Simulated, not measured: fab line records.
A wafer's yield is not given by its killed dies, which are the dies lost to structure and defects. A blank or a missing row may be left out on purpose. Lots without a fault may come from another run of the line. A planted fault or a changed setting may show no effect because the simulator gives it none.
Comparing a struck lot with a sound one / flow sky130 / 43 steps out of a route of 708
Sound: the wafers L621.2, L621.4, L621.6. Struck: wafer L623.2. (L623.1, L623.3 of the same lot were not struck and are left out.) The cause comes at the end.
For every step that has rows: the tool of each side, followed by ch and its chambers, followed by its first start. Under that, the readings that differ: sound wafers / struck wafers / difference of the means / sigmas: that difference in standard deviations of wafers without a fault.
alike: words and numbers the same on both sides, and readings whose means are apart by under 2 such deviations; not compared: readings that were withheld, readings missing a value for some wafer, numbers with overlapping values and no deviation given by the record, and bounds like >300 which may hide the same value.
A row with sigmas, a row that says differs or no value, or rows on one side alone: a step with any of these is where the two part. Non-overlapping numbers with no deviation appear without sigmas and do not part them. A reading that every wafer of one side lacks parts them only if that side has two wafers or more.

SKY_SPACER_ETCHBACK_02: etches Si3N4 in CH3F/O2, stops on SiO2, time 46.7 s, target depth 45 nm.
  sound on rieDiel-01 ch 0,2,3, day 24 14:37; struck on rieDiel-02 ch 1, day 25 12:07
  alike: O2_flow_sccm, drypumpMotorCurrentA, oesProductAu, throttleValvePct
  not compared: rfHoursCounterH
then, 8 steps without rows for these wafers: SKY_POLY_CUT_DEHYDRATE_00 (time 60 s); SKY_POLY_CUT_HMDS_01 (prime time 60 s); SKY_POLY_CUT_COAT_02 (resist thk 60 nm); SKY_POLY_CUT_COAT_03 (resist thk 450 nm); SKY_POLY_CUT_SOFTBAKE_04 (time 90 s); SKY_POLY_CUT_EXPOSE_05 (exposes mask NPCM, target cd 270 nm); SKY_POLY_CUT_PEB_06; SKY_POLY_CUT_DEVELOP_07 (develop time 60 s).
SKY_POLY_CUT_CD_MEAS_08: the cd target is 270 nm.
  sound on cdSem-01, day 25 21:02; struck on cdSem-01, day 26 17:52
  alike: cdNm
SKY_POLY_CUT_OVL_MEAS_09:
  sound on overlay-01, day 25 21:08; struck on overlay-01, day 26 17:59
  alike: POLY_CUT_OVL
SKY_POLY_CUT_ETCH_10: etches BARC in N2/H2, stops on SiO2, time 45.9 s, target depth 60 nm.
  sound on rieDiel-03 ch 0,1,2, day 25 21:10; struck on rieDiel-04 ch 2, day 26 18:01
  alike: drypumpMotorCurrentA, h2FlowSccm, oesProductAu, throttleValvePct
  not compared: rfHoursCounterH
SKY_POLY_CUT_ETCH_11: etches Si3N4 in CF4/CH2F2/Ar, stops on poly-Si, time 42.5 s, target depth 60 nm.
  sound on rieDiel-03 ch 0,1,2, day 25 21:13; struck on rieDiel-04 ch 2, day 26 18:04
  alike: ch2f2FlowSccm, drypumpMotorCurrentA, oesProductAu, throttleValvePct
  not compared: rfHoursCounterH
SKY_POLY_CUT_STRIP_12: strips in O2/N2.
  sound on plasmaAsher-01 ch 0, day 25 21:15; struck on plasmaAsher-01 ch 1, day 26 18:06
  alike: drypumpMotorCurrentA, oesProductAu, stripTimeToEndpointS
  not compared: rfHoursCounterH
then, 7 steps without rows for these wafers: SKY_SD_P_DEHYDRATE_00 (time 60 s); SKY_SD_P_HMDS_01 (prime time 60 s); SKY_SD_P_COAT_02 (resist thk 1140 nm); SKY_SD_P_SOFTBAKE_03 (time 60 s); SKY_SD_P_EXPOSE_04 (exposes mask PSDM, target cd 380 nm); SKY_SD_P_PEB_05; SKY_SD_P_DEVELOP_06 (develop time 60 s).
SKY_SD_P_CD_MEAS_07: the cd target is 380 nm.
  sound on cdSem-02, day 27 02:14; struck on cdSem-01, day 27 23:44
  alike: cdNm
SKY_SD_P_OVL_MEAS_08:
  sound on overlay-02, day 27 02:20; struck on overlay-02, day 27 23:52
  alike: SD_P_OVL
next, for these wafers, 1 step has no rows: SKY_SD_P_IMPLANT_09.
SKY_SD_P_STRIP_10: strips in O2/N2.
  sound on plasmaAsher-02 ch 0,1, day 27 02:31; struck on plasmaAsher-04 ch 0, day 28 00:03
  alike: drypumpMotorCurrentA, oesProductAu, stripTimeToEndpointS
  not compared: rfHoursCounterH
SKY_SD_P_TW_MEAS_11:
  sound on filmMetro-02, day 27 02:38; struck on filmMetro-01, day 28 00:09
reading=SD_P_TW; sound=2877 2883 2889; struck=2770; difference=-113; sigmas=-3
then, 8 steps without rows for these wafers: SKY_RES_XHIGH_DEHYDRATE_00 (time 60 s); SKY_RES_XHIGH_HMDS_01 (prime time 60 s); SKY_RES_XHIGH_COAT_02 (resist thk 1140 nm); SKY_RES_XHIGH_SOFTBAKE_03 (time 60 s); SKY_RES_XHIGH_EXPOSE_04 (exposes mask URPM, target cd 1270 nm); SKY_RES_XHIGH_PEB_05; SKY_RES_XHIGH_DEVELOP_06 (develop time 60 s); SKY_RES_XHIGH_IMPLANT_07.
SKY_RES_XHIGH_STRIP_08: strips in O2/N2.
  sound on plasmaAsher-02 ch 0,1, day 28 07:34; struck on plasmaAsher-03 ch 1, day 29 05:16
reading=drypumpMotorCurrentA (A); sound=5.73 5.95 5.95; struck=5.21; difference=-0.67; sigmas=-3
  alike: oesProductAu, stripTimeToEndpointS
  not compared: rfHoursCounterH
SKY_RES_XHIGH_TW_MEAS_09:
  sound on filmMetro-01, day 28 07:40; struck on filmMetro-02, day 29 05:22
reading=RES_XHIGH_TW; sound=1606 1602 1608; struck=1660; difference=+55; sigmas=+3
then, 6 steps without rows for these wafers: SKY_SD_N_DEHYDRATE_00 (time 60 s); SKY_SD_N_HMDS_01 (prime time 60 s); SKY_SD_N_COAT_02 (resist thk 1140 nm); SKY_SD_N_SOFTBAKE_03 (time 60 s); SKY_SD_N_EXPOSE_04 (exposes mask NSDM, target cd 380 nm); SKY_SD_N_PEB_05.
-- here the record skips 19 days between the struck wafers' starts before and after, leaving off in module SD_N and picking up in module PAD_OPEN (first step shown: number 708 of the route) --
SKY_PAD_OPEN_PROBE_99:
  sound on prober-01, day 47 11:14; struck on prober-01, day 48 06:16
reading=killedAtContacts; sound=37 28 26; struck=18; difference=-12; sigmas=-2
reading=killedAtFrontEnd; sound=13 10 12; struck=43; difference=+31; sigmas=+7
reading=killedOpen; sound=63 48 41; struck=30; difference=-21; sigmas=-3
  alike: killed_at_M0_to_M3, killed_at_M4_up, killedAtOther, killedDies, killedOnRim, killedShort

## WHERE THEY PART
Last at SKY_PAD_OPEN_PROBE_99 as far as this record goes, first at SKY_SD_P_TW_MEAS_11.

WHY: the cause the simulator had injected
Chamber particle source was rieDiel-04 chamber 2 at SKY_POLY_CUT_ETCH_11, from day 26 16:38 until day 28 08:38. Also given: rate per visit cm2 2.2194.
